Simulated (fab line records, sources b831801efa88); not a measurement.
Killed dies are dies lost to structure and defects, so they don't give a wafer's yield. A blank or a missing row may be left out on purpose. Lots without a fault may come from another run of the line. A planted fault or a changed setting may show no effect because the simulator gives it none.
Chamber matching | flow sky130 | SKY_LI_CONTACT_ETCH_15 on rie_diel-02: 4 sister chambers
The step etches PSG in C4F8/O2/Ar, stops on Si, target depth 600 nm. 8 wafers are shown with their chamber, then 7 later ones without.

WAFERS WITH THEIR CHAMBER
wafer  | chamber | rf_fwd_power_W (W) | oes_product_au (a.u.)
L079.3 | 2       | 1494               | 0.842
L079.4 | 3       | 1490               | 0.838
L079.6 | 2       | 1502               | 0.839
L083.1 | 1       | 1504               | 0.837
L083.2 | 3       | 1497               | 0.836
L083.6 | 0       | 1492               | 0.835
L082.2 | 1       | 1487               | 0.840
L082.3 | 0       | 1486               | 0.839

WAFERS WITHOUT THEIR CHAMBER
wafer  | rf_fwd_power_W (W) | oes_product_au (a.u.)
L082.5 | 1491               | 0.830
L087.2 | 1495               | 0.842
L087.3 | 1490               | 0.841
L087.6 | 1488               | 0.840
L095.1 | 1493               | 0.827
L095.4 | 1491               | 0.844
L095.5 | 1493               | 0.839

WHICH CHAMBER EACH WENT THROUGH
wafer  | from the rows above               | in truth
L082.5 | can't be placed: 0 or 3 or 1 or 2 | 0
L087.2 | can't be placed: 2 or 1 or 3 or 0 | 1
L087.3 | can't be placed: 2 or 1 or 0 or 3 | 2
L087.6 | can't be placed: 1 or 2 or 0 or 3 | 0
L095.1 | can't be placed: 3 or 0 or 1 or 2 | 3
L095.4 | can't be placed: 2 or 1 or 0 or 3 | 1
L095.5 | can't be placed: 1 or 3 or 2 or 0 | 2
Placed correctly: 0 of 7. Can't be placed from these rows: 7 (the true chamber is among the candidates in 7). Placed wrongly: 0.
How it was worked out, from the rows above alone: a wafer's distance from a chamber is the root of the sum, over the readings, of the square of ((its reading less the chamber's mean) divided by the reading's scatter). The wafer belongs to the nearest chamber; if the next one is less than 2 further off, it can't be placed. A chamber's mean is the mean of its shown wafers. The scatter: the root of (the sum of the squares of (reading less its chamber's mean) over the shown wafers, divided by (wafers less chambers)).
